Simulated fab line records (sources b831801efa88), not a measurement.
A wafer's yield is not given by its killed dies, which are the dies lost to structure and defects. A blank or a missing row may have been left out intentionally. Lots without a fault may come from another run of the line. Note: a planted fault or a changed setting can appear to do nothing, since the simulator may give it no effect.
Which tool was responsible? + flow sfq_line + 14 lots, 42 wafers sampled, at 5 steps of a route of 325

== WHAT THE GAUGES SHOWED, per wafer ==
SFQ_L0_RS_MEAS_901: the measuring method here is four-point-probe.
| lot  | measured    | on            | L0_MONX_KI_RS (ohm/sq) |
|------|-------------|---------------|------------------------|
| L782 | day 1 12:37 | film_metro-04 | 43.8 43.3 43.8         |
| L783 | day 1 17:34 | film_metro-04 | 44.6 43.8 43.9         |
| L784 | day 1 22:34 | film_metro-02 | 43.6 43.2 44.0         |
| L785 | day 2 03:34 | film_metro-02 | 43.2 43.4 43.4         |
| L787 | day 2 13:35 | film_metro-02 | 42.6 42.9 43.4         |
| L788 | day 2 18:34 | film_metro-02 | 43.9 43.4 43.4         |
| L789 | day 2 23:34 | film_metro-03 | 43.2 43.1 43.5         |
| L790 | day 3 04:35 | film_metro-04 | 43.4 43.6 43.9         |
| L794 | day 4 00:34 | film_metro-03 | 45.4 43.7 43.3         |
| L796 | day 4 10:46 | film_metro-03 | 46.2 42.8 43.3         |
| L798 | day 4 20:34 | film_metro-04 | 43.3 43.4 43.4         |
| L800 | day 5 06:36 | film_metro-04 | 44.0 44.0 43.7         |
| L803 | day 5 21:36 | film_metro-03 | 43.6 43.6 43.6         |
| L804 | day 6 02:34 | film_metro-04 | 43.9 44.1 44.7         |

SFQ_L0_THK_MEAS_902: measures by xrf.
| lot  | measured    | on            | L0_MONX_KI_THK (nm) |
|------|-------------|---------------|---------------------|
| L782 | day 1 12:43 | film_metro-04 | 40.3 40.9 39.9      |
| L783 | day 1 17:41 | film_metro-04 | 39.2 40.1 39.7      |
| L784 | day 1 22:41 | film_metro-02 | 39.9 40.5 40.0      |
| L785 | day 2 03:41 | film_metro-02 | 40.3 40.0 40.4      |
| L787 | day 2 13:41 | film_metro-02 | 41.1 40.7 40.6      |
| L788 | day 2 18:41 | film_metro-02 | 40.0 40.4 40.4      |
| L789 | day 2 23:41 | film_metro-03 | 40.5 40.7 40.1      |
| L790 | day 3 04:41 | film_metro-04 | 40.4 40.2 40.0      |
| L794 | day 4 00:41 | film_metro-03 | 38.6 40.3 40.6      |
| L796 | day 4 10:52 | film_metro-03 | 37.8 40.9 40.7      |
| L798 | day 4 20:41 | film_metro-04 | 40.7 40.3 40.7      |
| L800 | day 5 06:42 | film_metro-04 | 40.1 39.7 40.1      |
| L803 | day 5 21:42 | film_metro-03 | 40.3 40.5 40.3      |
| L804 | day 6 02:41 | film_metro-04 | 40.2 39.9 39.4      |

SFQ_M2_OVL_MEAS_916.
| lot  | measured     | on         | M2_OVL (nm) |
|------|--------------|------------|-------------|
| L782 | day 32 06:42 | overlay-02 | 0 1 -4      |
| L783 | day 32 10:17 | overlay-01 | -5 -1 -6    |
| L784 | day 32 13:53 | overlay-02 | 1 0 -4      |
| L785 | day 32 16:17 | overlay-02 | -5 1 -3     |
| L787 | day 34 08:01 | overlay-01 | -6 -1 -3    |
| L788 | day 34 10:24 | overlay-01 | 0 -1 0      |
| L789 | day 34 22:32 | overlay-01 | -8 -6 -2    |
| L790 | day 35 09:20 | overlay-02 | -6 -1 -1    |
| L794 | day 37 07:03 | overlay-02 | -11 -5 -9   |
| L796 | day 38 03:10 | overlay-01 | 2 -1 0      |
| L798 | day 38 13:09 | overlay-02 | 3 1 1       |
| L800 | day 40 07:10 | overlay-02 | -3 -6 -3    |
| L803 | day 45 23:16 | overlay-01 | 2 -2 9      |
| L804 | day 46 08:51 | overlay-01 | 1 -4 -1     |

== TOOL THAT RAN EACH LOT (tool first, then ch and the chambers of the sampled wafers, then the start) ==
| lot  | SFQ_TRILAYER_L0_DEP_SPUTTER_003 | SFQ_TRILAYER_L0_ETCH_METAL_ETCH_008 |
|------|---------------------------------|-------------------------------------|
| L782 | pvd_sputter-06, day 1 12:29     | rie_metal-03 ch 0,1, day 4 01:50    |
| L783 | pvd_sputter-06, day 1 17:29     | rie_metal-03 ch 0,1, day 4 07:50    |
| L784 | pvd_sputter-05, day 1 22:29     | rie_metal-01 ch 0,1, day 4 16:14    |
| L785 | pvd_sputter-04, day 2 03:29     | rie_metal-03 ch 0,1, day 4 22:14    |
| L787 | pvd_sputter-06, day 2 13:29     | rie_metal-03 ch 0,1, day 5 07:50    |
| L788 | pvd_sputter-04, day 2 18:29     | rie_metal-01 ch 0,1, day 5 16:14    |
| L789 | pvd_sputter-05, day 2 23:29     | rie_metal-04 ch 0, day 6 03:04      |
| L790 | pvd_sputter-06, day 3 04:29     | rie_metal-01 ch 0, day 6 10:13      |
| L794 | pvd_sputter-05, day 4 00:29     | rie_metal-01 ch 0,1, day 7 10:08    |
| L796 | pvd_sputter-05, day 4 10:29     | rie_metal-03 ch 0,1, day 8 01:44    |
| L798 | pvd_sputter-06, day 4 20:29     | rie_metal-04 ch 0,1, day 8 14:56    |
| L800 | pvd_sputter-04, day 5 06:29     | rie_metal-04 ch 0,1, day 9 05:27    |
| L803 | pvd_sputter-06, day 5 21:29     | rie_metal-04 ch 0,1, day 9 17:27    |
| L804 | pvd_sputter-04, day 6 02:29     | rie_metal-03 ch 0,1, day 10 00:38   |
- SFQ_TRILAYER_L0_DEP_SPUTTER_003: material MoNx KI, target thk 40 nm, time 100 s.
- SFQ_TRILAYER_L0_ETCH_METAL_ETCH_008: etches MoNx KI in SF6/O2, stops on SiO2, target depth 50 nm, time 25 s.

== WHAT THE TOOLS THEMSELVES READ (means of the sampled wafers that have a number; where no wafer has one, the mark that the record gives instead) ==
SFQ_TRILAYER_L0_DEP_SPUTTER_003.
| lot  | tool           | cathode_dc_power_W (W) | throttle_valve_pct (%) |
|------|----------------|------------------------|------------------------|
| L782 | pvd_sputter-06 | 800.13                 | 30.9                   |
| L783 | pvd_sputter-06 | 799.97                 | 30.3                   |
| L784 | pvd_sputter-05 | 800.00                 | 30.2                   |
| L785 | pvd_sputter-04 | 800.04                 | 28.9                   |
| L787 | pvd_sputter-06 | 800.00                 | 30.6                   |
| L788 | pvd_sputter-04 | 800.10                 | 29.1                   |
| L789 | pvd_sputter-05 | 800.02                 | 30.2                   |
| L790 | pvd_sputter-06 | 799.88                 | 30.7                   |
| L794 | pvd_sputter-05 | 799.93                 | 30.3                   |
| L796 | pvd_sputter-05 | 799.77                 | 31.1                   |
| L798 | pvd_sputter-06 | 800.03                 | 30.7                   |
| L800 | pvd_sputter-04 | 800.10                 | 29.9                   |
| L803 | pvd_sputter-06 | 800.04                 | 30.5                   |
| L804 | pvd_sputter-04 | 799.96                 | 28.1                   |

SFQ_TRILAYER_L0_ETCH_METAL_ETCH_008.
| lot  | tool         | drypump_motor_current_A (A) | oes_product_au (a.u.) |
|------|--------------|-----------------------------|-----------------------|
| L782 | rie_metal-03 | 5.4                         | 0.875                 |
| L783 | rie_metal-03 | 5.4                         | 0.870                 |
| L784 | rie_metal-01 | 5.5                         | 0.869                 |
| L785 | rie_metal-03 | 5.4                         | 0.874                 |
| L787 | rie_metal-03 | 5.6                         | 0.880                 |
| L788 | rie_metal-01 | 5.8                         | 0.871                 |
| L789 | rie_metal-04 | 5.4                         | 0.877                 |
| L790 | rie_metal-01 | 5.3                         | 0.872                 |
| L794 | rie_metal-01 | 5.8                         | 0.863                 |
| L796 | rie_metal-03 | 5.4                         | 0.870                 |
| L798 | rie_metal-04 | 5.4                         | 0.876                 |
| L800 | rie_metal-04 | 5.4                         | 0.868                 |
| L803 | rie_metal-04 | 5.5                         | 0.871                 |
| L804 | rie_metal-03 | 5.7                         | 0.870                 |

== THE ANSWER, worked out from the rows above alone ==
Rule: what is usual is taken from the lots themselves. The widest of any qualifying gaps counts: lots, ordered by their means at a reading, are off when they make up no more than a third of the lots, leave a main group of 4 or more, and stand apart from it by 3 or more times the standard deviation of that group's means. A main group is skipped when, at the precision printed for the reading in the tables above, its means are all equal. A lot without any number at a reading at which 4 lots or more have one is off too. All remaining lots with rows at the step are treated as sound. After the gauges, taken in route order, come the tools' own readings; for these a lot's mean is taken, as printed above. The first step at which some lot is off is used, and at that step the reading that is off furthest; a lot without a number counts as furthest.
No lot is off at any reading shown: from this, nothing can be told.

== WHAT THE SIMULATOR PUT IN ==
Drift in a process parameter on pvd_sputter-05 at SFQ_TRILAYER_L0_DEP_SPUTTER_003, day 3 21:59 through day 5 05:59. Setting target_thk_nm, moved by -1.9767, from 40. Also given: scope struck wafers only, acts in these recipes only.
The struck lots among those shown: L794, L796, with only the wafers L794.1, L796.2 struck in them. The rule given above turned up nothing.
